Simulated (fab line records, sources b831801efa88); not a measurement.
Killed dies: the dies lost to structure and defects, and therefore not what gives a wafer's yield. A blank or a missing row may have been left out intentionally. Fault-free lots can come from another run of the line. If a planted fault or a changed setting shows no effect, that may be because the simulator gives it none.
A lot that was struck, set against a sound lot -- flow sky130 -- 15 out of 708 route steps
Sound: the wafers L266.3, L266.4, L266.6. Wafers L269.1, L269.2, L269.3 were the ones struck. The cause is given at the end.
Per side, at each step with rows, come the tool, then ch with its chambers, and then its first start. Under that, the readings that differ: sound wafers -- struck wafers -- difference of the means -- sigmas: that difference in standard deviations of wafers without a fault.
alike: same words and numbers on both sides, and readings whose means sit less than 2 such deviations apart. not compared: any withheld reading, any reading some wafer has no value for, any bound like >300 that may hide the same value, and any number with overlapping values for which the record gives no deviation.
Wherever a step has rows on one side only, a row that says differs or no value, or a row with sigmas, the two part there. Numbers that don't overlap but have no deviation are shown without sigmas and don't part them. Lack of a reading on every wafer of one side parts them only where that side has two or more wafers.

SKY_METAL5_SPUTTER_04: material TiN, target thk 70 nm, time 58.3 s.
  sound on pvdSputter-03 at day 44 10:05; struck on pvdSputter-01 at day 45 17:05
  alike: throttleValvePct
SKY_METAL5_RS_MEAS_05: a four-point-probe measurement.
  sound on filmMetro-03 at day 44 10:11; struck on filmMetro-03 at day 45 17:08
  alike: METAL5_ALCU_RS
SKY_METAL5_THK_MEAS_06: measures by xrf.
  sound on filmMetro-03 at day 44 10:17; struck on filmMetro-03 at day 45 17:16
  alike: METAL5_ALCU_THK
then, 7 steps without rows for these wafers: SKY_METAL5_DEHYDRATE_07 (time 60 s); SKY_METAL5_HMDS_08 (prime time 60 s); SKY_METAL5_COAT_09 (resist thk 1800 nm); SKY_METAL5_SOFTBAKE_10 (time 60 s); SKY_METAL5_EXPOSE_11 (exposes mask MM5, target cd 1600 nm); SKY_METAL5_PEB_12; SKY_METAL5_DEVELOP_13 (develop time 60 s).
SKY_METAL5_DESCUM_14: chemistry O2, time 11 s.
  sound on rieMetal-03 ch 0,1, day 45 07:31; struck on rieMetal-02 ch 1, day 46 13:17
  alike: chamberPressureMTorr, drypumpMotorCurrentA, heBacksideLeakSccm, oesProductAu
  not compared: rfHoursCounterH
SKY_METAL5_METAL_ETCH_15: etches the open film in Cl2/BCl3, stops on SiO2, target depth 1260 nm, time 252 s.
  sound on rieMetal-03 ch 0,1, day 45 07:37; struck on rieMetal-02 ch 1, day 46 13:22
  alike: chamberPressureMTorr, drypumpMotorCurrentA, heBacksideLeakSccm, oesProductAu, throttleValvePct
  not compared: rfHoursCounterH
SKY_METAL5_STRIP_16: strips in O2/N2.
  sound on plasmaAsher-02 ch 0,1, day 45 07:49; struck on plasmaAsher-03 ch 0,1, day 46 13:50
  no value came back on the struck wafers for chamberPressureMTorr (mTorr), drypumpMotorCurrentA (A), oesProductAu (a.u.), stripTimeToEndpointS (s); on the sound wafers chamberPressureMTorr (mTorr) reads 1500.1 1499.1 1502.2
reading,sound,struck,difference,sigmas
model.NOVOLAK_of_METAL5_COAT_09.thkNm (nm),0 0 0,1048 1047 1049,+1048,
  not compared: rfHoursCounterH
then, 1 step without rows for these wafers: SKY_METAL5_STRIP_17 (strips in post etch residue remover, time 1200 s).
SKY_PAD_OPEN_PROBE_99:
  sound on prober-01 at day 47 04:08; struck on prober-01 at day 48 07:56
reading,sound,struck,difference,sigmas
model.etest.met5Comb.leakLog10AUm,-11.95 -12.12 -12.13,-11.24 -11.15 -11.21,+0.87,
model.etest.met5.lineOhmUm,0.01672 0.01691 0.01685,0.01747 0.01735 0.01747,+0.00060,
  alike: defectLimitedYield, killed_at_M0_to_M3, killed_at_M4_up, killedAtContacts, killedAtFrontEnd, killedAtOther, killedDies, killedOpen, killedShort, sort_bin_3_pad_short, sort_bin_5_function, sort_bin_6_memory, sortNPass, sortYieldPct

== WHERE THEY PART ==
At SKY_METAL5_STRIP_16 and nowhere else, as far as this record goes. Later steps at which nothing parts them and some readings are alike: SKY_PAD_OPEN_PROBE_99.

WHY: what had been put in by the simulator
At SKY_METAL5_STRIP_16, the step was skipped entirely on plasmaAsher-03 from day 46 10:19 on. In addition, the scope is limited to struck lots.
